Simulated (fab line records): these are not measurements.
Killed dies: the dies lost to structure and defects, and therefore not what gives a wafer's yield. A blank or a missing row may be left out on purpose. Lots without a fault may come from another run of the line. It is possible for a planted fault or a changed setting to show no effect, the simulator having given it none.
A struck lot beside a sound one + flow sky130 + 17 steps out of a route of 708
Sound: wafers L360.1, L360.2, L360.3. Struck: wafers L368.2, L368.4, L368.5. At the end, the cause is stated.
At each step with rows: each side's tool, then ch and its chambers, then its first start. Under that, the readings that differ: sound wafers + struck wafers + difference of the means + sigmas: that difference in standard deviations of wafers without a fault.
alike: readings whose means differ by less than 2 such deviations, and words and numbers that are the same on both sides. not compared: withheld readings, readings that some wafer has no value for, bounds like >300 that may hide the same value, and numbers for which the record gives no deviation and whose values overlap.
Wherever a step has rows on one side only, a row that says differs or no value, or a row with sigmas, the two part there. Non-overlapping numbers with no deviation appear without sigmas and do not part them. A reading that every wafer of one side lacks parts them only if that side has two wafers or more.

SKY_SD_P_CD_MEAS_07 targets a cd of 380 nm.
  sound on cd_sem-01, day 26 06:52; struck on cd_sem-02, day 29 09:18
  alike: cd_nm
SKY_SD_P_OVL_MEAS_08:
  sound on overlay-01, day 26 06:59; struck on overlay-01, day 29 09:25
  alike: SD_P_OVL
after that, 1 step had no rows for these wafers: SKY_SD_P_IMPLANT_09.
SKY_SD_P_STRIP_10: strips in O2/N2.
  sound on plasma_asher-03 ch 0,1, day 26 07:10; struck on plasma_asher-01 ch 1, day 29 09:35
  alike: drypump_motor_current_A, oes_product_au, strip_time_to_endpoint_s
  not compared: rf_hours_counter_h
SKY_SD_P_TW_MEAS_11:
  sound on film_metro-04, day 26 07:16; struck on film_metro-02, day 29 09:42
| reading | sound          | struck         | difference | sigmas |
|---------|----------------|----------------|------------|--------|
| SD_P_TW | 2781 2774 2777 | 2807 2817 2819 | +37        | +2     |
then, 7 steps without rows for these wafers: SKY_RES_XHIGH_DEHYDRATE_00 (time 60 s); SKY_RES_XHIGH_HMDS_01 (prime time 60 s); SKY_RES_XHIGH_COAT_02 (resist thk 1140 nm); SKY_RES_XHIGH_SOFTBAKE_03 (time 60 s); SKY_RES_XHIGH_EXPOSE_04 (exposes mask URPM, target cd 1270 nm); SKY_RES_XHIGH_PEB_05; SKY_RES_XHIGH_DEVELOP_06 (develop time 60 s).
SKY_RES_XHIGH_IMPLANT_07:
  sound on implanter-04 ch 0, day 27 11:34; struck on implanter-04 ch 0, day 30 14:17
| reading                   | sound                | struck               | difference | sigmas      |
|---------------------------|----------------------|----------------------|------------|-------------|
| beam_energy_keV           | 20.006 20.012 20.007 | 21.042 21.038 21.033 | +1.029     | +99 or more |
| faraday_current_uA        | 566 553 553          | 581 588 594          | +30        | +2          |
| model.implant.rp_nm (nm)  | 17.42 17.42 17.42    | 17.26 17.26 17.26    | -0.16      |             |
| model.implant.drp_nm (nm) | 9.746 9.746 9.746    | 10.1 10.1 10.1       | +0.4       |             |
  alike: beam_on_s
SKY_RES_XHIGH_STRIP_08: strips in O2/N2.
  sound on plasma_asher-04 ch 0,1, day 27 11:43; struck on plasma_asher-03 ch 0,1, day 30 14:25
  alike: drypump_motor_current_A, oes_product_au, strip_time_to_endpoint_s
  not compared: rf_hours_counter_h
SKY_RES_XHIGH_TW_MEAS_09:
  sound on film_metro-03, day 27 11:49; struck on film_metro-02, day 30 14:31
| reading      | sound          | struck         | difference | sigmas |
|--------------|----------------|----------------|------------|--------|
| RES_XHIGH_TW | 1650 1638 1642 | 1663 1673 1665 | +24        | +2     |
then, 2 steps without rows for these wafers: SKY_SD_N_DEHYDRATE_00 (time 60 s); SKY_PAD_OPEN_PROBE_99.

== WHERE THEY PART ==
First at SKY_SD_P_TW_MEAS_11; last, within this record, at SKY_RES_XHIGH_TW_MEAS_09.

WHY: what had been put in by the simulator
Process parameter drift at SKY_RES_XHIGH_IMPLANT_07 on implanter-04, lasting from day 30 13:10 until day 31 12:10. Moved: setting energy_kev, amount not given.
